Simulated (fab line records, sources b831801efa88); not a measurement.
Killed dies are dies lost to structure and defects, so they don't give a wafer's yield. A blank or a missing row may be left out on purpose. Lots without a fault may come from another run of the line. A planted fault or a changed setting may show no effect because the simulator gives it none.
One fault seen from 2 desks | flow gf180mcu | each desk has only its own numbers; what lay behind them comes last

THE TOOL OWNER'S DESK: implanter-03
The tool's own readings at GF_HV_LDD_IMPLANT_34: means of the sampled wafers that have a number, for each lot that ran on this tool. A lot is out of limits, marked OUT, if its mean lies more than 4 standard deviations from the usual mean; the brackets give that distance.
Columns: A = dose_ions_cm2 at GF_HV_LDD_IMPLANT_34, usual 7.501e+12; B = faraday_current_uA at GF_HV_LDD_IMPLANT_34, usual 42.3
lot  | first seen here | A                           | B
L412 | day 12 00:17    | 7.501e+12                   | 42.7
L419 | day 14 08:25    | 7.499e+12                   | 42.7
L424 | day 16 05:51    | 6.672e+12 (-99 or more) OUT | 37.3 (-6.2) OUT
L429 | day 17 21:52    | 6.674e+12 (-99 or more) OUT | 37.5 (-6.0) OUT
This desk's finding: out of limits on L424, L429; first on L424, day 16 05:51 (dose_ions_cm2 at GF_HV_LDD_IMPLANT_34). In limits: L412, L419.

THE METROLOGY DESK
What the gauges read, lot by lot, whatever tool the lot ran on: means of the sampled wafers that have a number. A lot is out of limits, marked OUT, if its mean lies more than 4 standard deviations from the usual mean; the brackets give that distance.
Columns: A = HV_LDD_2_TW at GF_HV_LDD_TW_MEAS_23, usual 1057; B = cd_nm at GF_HV_LDD_CD_MEAS_31, usual 400.3 nm; C = HV_LDD_02_OVL at GF_HV_LDD_OVL_MEAS_32, usual 0.8 nm
lot  | first seen here | A    | B     | C
L412 | day 11 05:57    | 1053 | 401.1 | 2.3
L419 | day 13 12:49    | 1046 | 404.7 | 0.4
L424 | day 15 07:29    | 1049 | 399.2 | 0.4
L429 | day 16 22:30    | 1054 | 402.2 | 0.8
L430 | day 17 08:51    | 1056 | 401.6 | 0.8
L433 | day 18 06:38    | 1075 | 400.9 | 2.7
This desk's finding: nothing out of limits on any of the 6 lots.

PUT TOGETHER
The tool owner's desk could have raised an alarm at day 16 05:51, on L424, L429.
The metrology desk saw nothing out of limits.
The metrology desk has L424, L429 on record, within its limits.
Of the lots named, all ran GF_HV_LDD_IMPLANT_34 on implanter-03.

WHAT THE SIMULATOR HAD PUT IN
Process parameter drift: implanter-03, from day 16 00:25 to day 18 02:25, at GF_HV_LDD_IMPLANT_34. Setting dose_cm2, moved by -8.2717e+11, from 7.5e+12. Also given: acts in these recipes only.
Lots struck among those shown: L424, L429.
Hours from the fault's start to each desk's first reading out of limits: the tool owner's desk, 5.
